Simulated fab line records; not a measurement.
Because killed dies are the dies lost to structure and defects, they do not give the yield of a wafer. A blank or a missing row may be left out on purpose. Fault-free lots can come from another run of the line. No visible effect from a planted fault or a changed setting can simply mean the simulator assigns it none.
One fault through the eyes of 2 desks | flow gf180mcu | each desk has only its own numbers; what lay behind them comes last

## FOR THE TOOL OWNER'S DESK: rieMetal-03
The tool's own readings at GF_M2_METAL_ETCH_16 (etches the open film in Cl2/BCl3, stops on SiO2, target depth 750.8 nm, time 125.1 s): means of the sampled wafers that have a number, for each lot that ran on this tool. Any lot whose mean is over 4 standard deviations away from the usual mean is out of limits and marked OUT; that distance is given in the brackets.
Columns: A = biasW at GF_M2_METAL_ETCH_16, usual 140.0 W; B = drypumpMotorCurrentA at GF_M2_METAL_ETCH_16, usual 6.0 A; C = oesProductAu at GF_M2_METAL_ETCH_16, usual 0.990 a.u.; D = throttleValvePct at GF_M2_METAL_ETCH_16, usual 28.229 %
lot  | first seen here | A                       | B   | C     | D
L733 | day 19 21:28    | 139.9                   | 6.2 | 0.992 | 28.235
L742 | day 23 02:29    | 140.4                   | 5.8 | 0.991 | 28.223
L743 | day 23 06:51    | 140.3                   | 6.2 | 0.990 | 28.230
L744 | day 23 16:49    | 186.9 (+99 or more) OUT | 5.8 | 0.998 | 28.212
L748 | day 25 04:23    | 163.3 (+56) OUT         | 6.2 | 0.995 | 28.232
This desk's verdict: out of limits on L744, L748, starting with L744 at day 23 16:49 (biasW at GF_M2_METAL_ETCH_16). Within limits: L733, L742, L743.

## AT THE METROLOGY DESK
Lot by lot, what the gauges showed, no matter which tool ran the lot: averages of those sampled wafers that carry a number. Any lot whose mean is over 4 standard deviations away from the usual mean is out of limits and marked OUT; that distance is given in the brackets.
Columns: A = V3_OVL at GF_V3_OVL_MEAS_15, usual 3 nm
lot  | first seen here | A
L732 | day 22 18:10    | 6
L733 | day 23 03:34    | 9
L734 | day 23 11:31    | 3
L736 | day 24 04:52    | 3
L742 | day 26 00:43    | -7
L743 | day 26 04:43    | -5
L744 | day 26 14:06    | 10
L746 | day 27 06:34    | 6
L748 | day 27 23:25    | 0
L754 | day 29 21:48    | 5
L755 | day 29 23:46    | -6
Result from this desk: across the 11 lots, nothing is out of limits.

## BROUGHT TOGETHER
An alarm could have come from the tool owner's desk at day 23 16:49, on L744, L748.
The metrology desk saw nothing out of limits.
The metrology desk holds a record of L744, L748, inside its limits.
The lots listed all ran GF_M2_METAL_ETCH_16 on rieMetal-03.

## WHAT WAS PUT IN BY THE SIMULATOR
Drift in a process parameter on rieMetal-03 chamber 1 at GF_M2_METAL_ETCH_16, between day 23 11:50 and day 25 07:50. From 140, the setting biasW moved by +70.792. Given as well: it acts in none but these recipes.
Lots struck among those shown: L744, L748.
Delay in hours, fault start to first out-of-limits reading, by desk: the tool owner's desk at 5.
